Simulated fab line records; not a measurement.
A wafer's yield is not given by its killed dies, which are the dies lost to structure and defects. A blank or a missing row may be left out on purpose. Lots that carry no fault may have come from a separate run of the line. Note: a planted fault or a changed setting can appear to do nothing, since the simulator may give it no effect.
One fault through the eyes of 2 desks | flow sfq-line | each desk has only its own numbers; what lay behind them comes last

AT THE METROLOGY DESK
What the gauges read for every lot (on any tool): the sampled wafers with a number, averaged. If a lot's mean is further than 4 standard deviations from the usual mean, the lot is out of limits and carries the mark OUT (the distance appears in the brackets).
Columns: A = I7_BOW at SFQ_I7_BOW_MEAS_946, usual 4 um; B = M8_OVL at SFQ_M8_OVL_MEAS_948, usual -1 nm
lot  | first seen here | A   | B
L179 | day 69 12:11    | -6  | 13
L182 | day 70 04:01    | -2  | 3
L183 | day 70 05:30    | 14  | 0
L184 | day 77 04:10    | 9   | 6
L185 | day 77 07:59    | -16 | 1
L186 | day 77 13:10    | 3   | 0
L187 | day 77 19:59    | -3  | -7
L188 | day 78 01:10    | 16  | 8
L195 | day 79 01:11    | -1  | -3
L196 | day 79 04:11    | -2  | -4
L197 | day 79 05:27    | -10 | -3
L198 | day 79 10:12    | 14  | -3
L201 | day 79 18:32    | -5  | 3
L202 | day 79 20:28    | 3   | 2
This desk's verdict: no lot among the 14 shows anything out of limits.

TOOL OWNER'S DESK, litho-track-03
The tool's own readings at SFQ_TRILAYER_M0_LITHO_PEB_024 (peb time 60 s): means of the sampled wafers that have a number, for each lot that ran on this tool. If a lot's mean is further than 4 standard deviations from the usual mean, the lot is out of limits and carries the mark OUT (the distance appears in the brackets).
Columns: A = heater-power-total-W at SFQ_TRILAYER_M0_LITHO_PEB_024, usual 79.16 W; B = plate-temp-C at SFQ_TRILAYER_M0_LITHO_PEB_024, usual 115.00 C
lot  | first seen here | A               | B
L179 | day 10 16:35    | 79.12           | 114.89
L183 | day 12 20:04    | 79.12           | 114.95
L185 | day 13 12:42    | 79.18           | 115.00
L186 | day 13 18:42    | 79.20           | 115.04
L195 | day 17 16:08    | 75.20 (-57) OUT | 110.51 (-41) OUT
L197 | day 18 10:07    | 75.19 (-58) OUT | 110.69 (-39) OUT
L202 | day 20 21:31    | 79.20           | 114.89
This desk's verdict: out of limits on L195, L197, starting with L195 at day 17 16:08 (heater-power-total-W at SFQ_TRILAYER_M0_LITHO_PEB_024). In limits: L179, L183, L185, L186, L202.

ALL TOGETHER
An alarm could have come from the tool owner's desk at day 17 16:08, on L195, L197.
The metrology desk saw nothing out of limits.
The metrology desk holds a record of L195, L197, inside its limits.
The lots listed all ran SFQ_TRILAYER_M0_LITHO_PEB_024 on litho-track-03.

WHAT THE SIMULATOR HAD PUT IN
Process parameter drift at SFQ_TRILAYER_M0_LITHO_PEB_024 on litho-track-03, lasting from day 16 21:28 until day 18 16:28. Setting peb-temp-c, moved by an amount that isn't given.
Lots struck among those shown: L195, L197.
Time in hours from fault onset to the first out-of-limits reading at each desk: the tool owner's desk, 19.
